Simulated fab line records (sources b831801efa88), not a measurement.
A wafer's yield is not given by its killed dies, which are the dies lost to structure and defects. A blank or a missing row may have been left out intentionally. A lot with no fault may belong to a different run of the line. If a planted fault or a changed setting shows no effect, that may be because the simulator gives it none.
Problem report in the 8D (eight disciplines) form, filled by code :: flow gf180mcu :: the parts of the form that need people (team, actions taken, sign-off) are left out

1. THE ISSUE
At GF_DUAL_GATE_SOFTBAKE_07, run-length-s averages 104.89 s over 4 wafers from 2 lots, while fault-free wafers read 89.04 s, standard deviation 0.15. That is +99 or more standard deviations from the usual mean.
The step: time 60 s.
Earliest sighting: wafer L167.1 on litho-track-01 at day 12 17:02. The record holds 42 wafers of 14 lots with a number at this step. Rule for "out" (also "out of limits"): further than 4 standard deviations from the usual mean. All remaining wafers that have a number are taken as sound.

2. WHAT IT IS; WHAT IT IS NOT
question: which readings at this step
is: run-length-s
is not: -

question: which lots
is: L167, L168
is not: L151, L152, L153, L154, L155, L157, L158, L163, L170, L172, L173, L174

question: which wafers of those lots
is: L167.1, L167.6, L168.1, L168.6
is not: L167.3, L168.3

question: read on which tools
is: litho-track-01
is not: litho-track-03, litho-track-04

question: when
is: from day 12 17:02
is not: up to then (25 sound wafers); but 13 sound wafers of L168, L170, L172, L173, L174 came after

3. THE SUSPECTS, EACH WITH WHAT RULES IT OUT
Counting: if a tool at a process step up to the reading ran every lot that is out, it stays a suspect. Sound lots after the first of them don't rule it out here, since some wafers of a struck lot are sound.
- litho-track-01 at GF_DUAL_GATE_SOFTBAKE_07 (time 60 s): kept. It ran every lot that is out, first L167 (day 12 17:02); its last sound lot up to then is L163 (day 11 13:18). Its own run-length-s readings are out on those wafers.
Remaining after the count: litho-track-01 at GF_DUAL_GATE_SOFTBAKE_07.

4. THE CAUSE (what the simulator had put in)
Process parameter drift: litho-track-01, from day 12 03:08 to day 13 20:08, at GF_DUAL_GATE_SOFTBAKE_07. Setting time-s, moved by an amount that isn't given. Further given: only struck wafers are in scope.
After counting, this tool was the only one left.

5. SEQUENCE OF EFFECTS, ordered by route
Rows list readings where the struck wafers' mean (over those with a number) sits beyond 3 standard deviations from the usual. Only readings whose record carries a usual standard deviation are examined. hours: median over the lots of the time between each lot's start at the first step of this table that gives one and its start at this step. sigmas: the change, counted in usual standard deviations.
hours: 0
step: GF_DUAL_GATE_SOFTBAKE_07
reading: run-length-s
usual: 89.04 s
on struck wafers: 104.89
change: +15.85
sigmas: +99 or more
Its process steps:
- GF_DUAL_GATE_SOFTBAKE_07: time 60 s.
Later measuring or inspecting steps at which every struck wafer that the step has a row for has a number for every such reading, and none has moved that far: GF_POLY_GATE_THK_MEAS_01, GF_POLY_GATE_CD_MEAS_18.

6. HOW IT WOULD HAVE BEEN CAUGHT EARLIER
In this record the first reading out of limits was taken at day 12 17:02, 14 hours after the fault began at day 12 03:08.
